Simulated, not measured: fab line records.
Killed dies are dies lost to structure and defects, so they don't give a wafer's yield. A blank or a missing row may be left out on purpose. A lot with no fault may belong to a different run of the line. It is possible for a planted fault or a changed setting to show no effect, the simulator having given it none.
Comparing a struck lot with a sound one || flow sky130 || 16 out of 708 route steps
Sound: these wafers, L119.2, L119.3, L119.5. Struck: wafer L106.3. The cause is named last.
Per side, at each step with rows, come the tool, then ch with its chambers, and then its first start. Under that, the readings that differ: sound wafers || struck wafers || difference of the means || sigmas: that difference in standard deviations of wafers without a fault.
alike: a reading whose means differ by less than 2 such deviations, as well as words and numbers matching on both sides. not compared: withheld readings; readings where some wafer has no value; bounds like >300 that might hide an equal value; numbers whose values overlap and for which the record gives no deviation.
A row with sigmas, a row that says differs or no value, or rows on one side alone: a step with any of these is where the two part. Numbers that have no deviation but don't overlap get no sigmas and don't part them. A reading missing from all wafers of one side parts the sides only when that side holds two or more wafers.

first, 1 step without rows for these wafers: SKY_FIELD_ISO_DEVELOP_12 (develop time 60 s).
SKY_FIELD_ISO_CD_MEAS_13: target cd 150 nm.
  sound on cd sem-02, day 6 02:49; struck on cd sem-01, day 3 10:29
  alike: cd nm
SKY_FIELD_ISO_ETCH_14: etches BARC in N2/H2, stops on SiO2, time 45.9 s, target depth 60 nm.
  sound on rie diel-01 ch 0,3, day 6 02:55; struck on rie diel-02 ch 0, day 3 10:34
  alike: drypump motor current A, oes product au, throttle valve pct
  not compared: rf hours counter h
SKY_FIELD_ISO_ETCH_15: etches the open film in CHF3/O2, stops on Si, target depth 180 nm, time 72 s.
  sound on rie diel-01 ch 0,3, day 6 02:58; struck on rie diel-02 ch 0, day 3 10:37
  alike: drypump motor current A, oes product au, throttle valve pct
  not compared: rf hours counter h
SKY_FIELD_ISO_STRIP_16: strips in O2/N2.
  sound on plasma asher-04 ch 0,1, day 6 03:01; struck on plasma asher-02 ch 0, day 3 10:43
{"reading": "drypump motor current A (A)", "sound": "6.3 6.8 6.8", "struck": 5.4, "difference": -1.2, "sigmas": -3}
  alike: oes product au, strip time to endpoint s
  not compared: rf hours counter h
SKY_FIELD_ISO_ETCH_17: etches Si in HBr/Cl2/O2, target depth 342 nm, time 97.7 s.
  sound on rie si-01 ch 0,1, day 6 03:07; struck on rie si-01 ch 1, day 3 10:46
  alike: drypump motor current A, oes product au, throttle valve pct
  not compared: rf hours counter h
then, 5 steps without rows for these wafers: SKY_FIELD_ISO_WET_ETCH_18 (etches Si3N4 in H3PO4, target depth 25 nm, time 286 s); SKY_FIELD_ISO_CLEAN_19 (cleans in SC1/SC2, time 150 s); SKY_FIELD_ISO_CLEAN_20 (cleans in dHF, time 20 s); SKY_FIELD_ISO_WET_ETCH_21 (etches SiO2 in dHF, target depth 20 nm, time 400 s); SKY_FIELD_ISO_OXIDATION_22 (stabilise 600 s, purge 300 s, target thk 10 nm).
SKY_FIELD_ISO_THK_MEAS_23:
  sound on film metro-04, day 6 06:20; struck on film metro-04, day 3 13:12
  alike: FIELD_ISO_OXIDATION_01_THK
SKY_FIELD_ISO_CVD_24: deposits SiO2, target thk 595 nm, time 99.2 s.
  sound on hdpcvd-02 ch 1,2, day 6 06:23; struck on hdpcvd-01 ch 2, day 3 13:14
SKY_FIELD_ISO_THK_MEAS_25:
  sound on film metro-01, day 6 06:29; struck on film metro-03, day 3 13:20
{"reading": "FIELD_ISO_CVD_24_THK (nm)", "sound": "581 588 584", "struck": 489, "difference": -95, "sigmas": -16}
then, 1 step without rows for these wafers: SKY_FIELD_ISO_ANNEAL_26 (time 1800 s).
SKY_PAD_OPEN_PROBE_99:
  sound wafers here have rows in the record (prober-01, day 50 03:58); struck ones have none

WHERE THEY PART
Last at SKY_PAD_OPEN_PROBE_99 as far as this record goes, first at SKY_FIELD_ISO_STRIP_16.

WHY: the cause the simulator had injected
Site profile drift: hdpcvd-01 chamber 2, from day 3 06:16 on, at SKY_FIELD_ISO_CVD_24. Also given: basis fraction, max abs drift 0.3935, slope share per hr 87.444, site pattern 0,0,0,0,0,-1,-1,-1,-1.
